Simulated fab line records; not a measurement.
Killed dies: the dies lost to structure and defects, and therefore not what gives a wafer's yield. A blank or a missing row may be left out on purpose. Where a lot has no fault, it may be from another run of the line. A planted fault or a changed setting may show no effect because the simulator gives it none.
Struck lot and sound lot, side by side    flow sky130    15 out of 708 route steps
Sound: the wafers L967.2, L967.5, L967.6. Wafers L957.3, L957.4, L957.5 were the ones struck. At the end, the cause is stated.
At each step with rows: each side's tool, then ch and its chambers, then its first start. Under that, the readings that differ: sound wafers    struck wafers    difference of the means    sigmas: that difference in standard deviations of wafers without a fault.
alike: readings whose means differ by less than 2 such deviations, and words and numbers that are the same on both sides. not compared: withheld readings, readings that some wafer has no value for, bounds like >300 that may hide the same value, and numbers for which the record gives no deviation and whose values overlap.
The two part at a step that has a row with sigmas, a row that says differs or no value, or rows on one side only. Non-overlapping numbers with no deviation appear without sigmas and do not part them. Lack of a reading on every wafer of one side parts them only where that side has two or more wafers.

SKY_LI_CONTACT_SPUTTER_20: material TiN, target thk 20 nm, time 80 s.
  struck on pvd_sputter-04, day 32 02:53; sound on pvd_sputter-03, day 35 02:02
  alike: throttle_valve_pct
SKY_LI_CONTACT_CVD_21: deposits W, target thk 400 nm, time 120.56 s.
  sound on cvd_w-02 ch 0,1, day 35 02:06; struck on cvd_w-01 ch 0,1, day 32 02:59
  alike: heater_power_w
SKY_LI_CONTACT_RS_MEAS_22: measurement is done with a four-point probe.
  struck on film_metro-02, day 32 03:06; sound on film_metro-04, day 35 02:15
  alike: LI_CONTACT_W_RS
SKY_LI_CONTACT_THK_MEAS_23: measures by xrf.
  struck on film_metro-02, day 32 03:12; sound on film_metro-04, day 35 02:22
  alike: LI_CONTACT_W_THK
SKY_LI_CONTACT_CMP_24: polishes, stops on PSG, t overpolish 20 s, target thk 0 nm.
  sound on cmp-02 ch 0,2,3, day 35 02:31; struck on cmp-01 ch 1,3, day 32 03:17
reading                 sound         struck          difference  sigmas
motor_current_A (A)     9.6 11.0 9.2  12.0 12.6 12.0  +2.3        +2
time_to_endpoint_s (s)  99 103 98     89 88 86        -12         -3
  alike: overpolish_run_s
SKY_LOCAL_INTERCONNECT_SPUTTER_00: material TiN, target thk 100 nm, time 83.3 s.
  struck on pvd_sputter-02, day 32 03:35; sound on pvd_sputter-02, day 35 02:43
  alike: throttle_valve_pct
SKY_LOCAL_INTERCONNECT_RS_MEAS_01: measurement is done with a four-point probe.
  struck on film_metro-04, day 32 03:41; sound on film_metro-04, day 35 02:47
  alike: LOCAL_INTERCONNECT_TIN_RS
SKY_LOCAL_INTERCONNECT_THK_MEAS_02: measures by xrf.
  struck on film_metro-04, day 32 03:47; sound on film_metro-04, day 35 02:54
reading                          sound             struck             difference  sigmas
LOCAL_INTERCONNECT_TIN_THK (nm)  100.4 99.6 101.0  101.7 102.3 102.5  +1.8        +2
then, 4 steps without rows for these wafers: SKY_LOCAL_INTERCONNECT_DEHYDRATE_03 (time 60 s); SKY_LOCAL_INTERCONNECT_HMDS_04 (prime time 60 s); SKY_LOCAL_INTERCONNECT_COAT_05 (resist thk 60 nm); SKY_LOCAL_INTERCONNECT_COAT_06 (resist thk 450 nm).
SKY_LOCAL_INTERCONNECT_SOFTBAKE_07: time 90 s.
  sound on litho_track-01 ch 0, day 35 15:00; struck on litho_track-01 ch 0, day 32 17:00
reading           sound                 struck                difference  sigmas
run_length_s (s)  119.27 119.45 119.20  141.02 141.08 141.02  +21.73      +99 or more
  alike: exhaust_pa, heater_power_total_W
then, 1 step without rows for these wafers: SKY_LOCAL_INTERCONNECT_EXPOSE_08 (exposes mask LI1M, target cd 170 nm).
-- record jumps: 15 days separate the struck wafers' starts on either side; left off in module LOCAL_INTERCONNECT, taken up again in module PAD_OPEN, whose first shown step is the route's number 708 --
SKY_PAD_OPEN_PROBE_99:
  struck on prober-02, day 47 22:37; sound on prober-02, day 49 22:37
reading          sound  struck  difference  sigmas
killed_at_other  0 0 0  1 3 2   +2          +3
  alike: killed_at_M0_to_M3, killed_at_M4_up, killed_at_contacts, killed_at_front_end, killed_dies, killed_open, killed_short

## WHERE THEY PART
First at SKY_LI_CONTACT_CMP_24; last, within this record, at SKY_PAD_OPEN_PROBE_99.

WHY: whatever the simulator had introduced
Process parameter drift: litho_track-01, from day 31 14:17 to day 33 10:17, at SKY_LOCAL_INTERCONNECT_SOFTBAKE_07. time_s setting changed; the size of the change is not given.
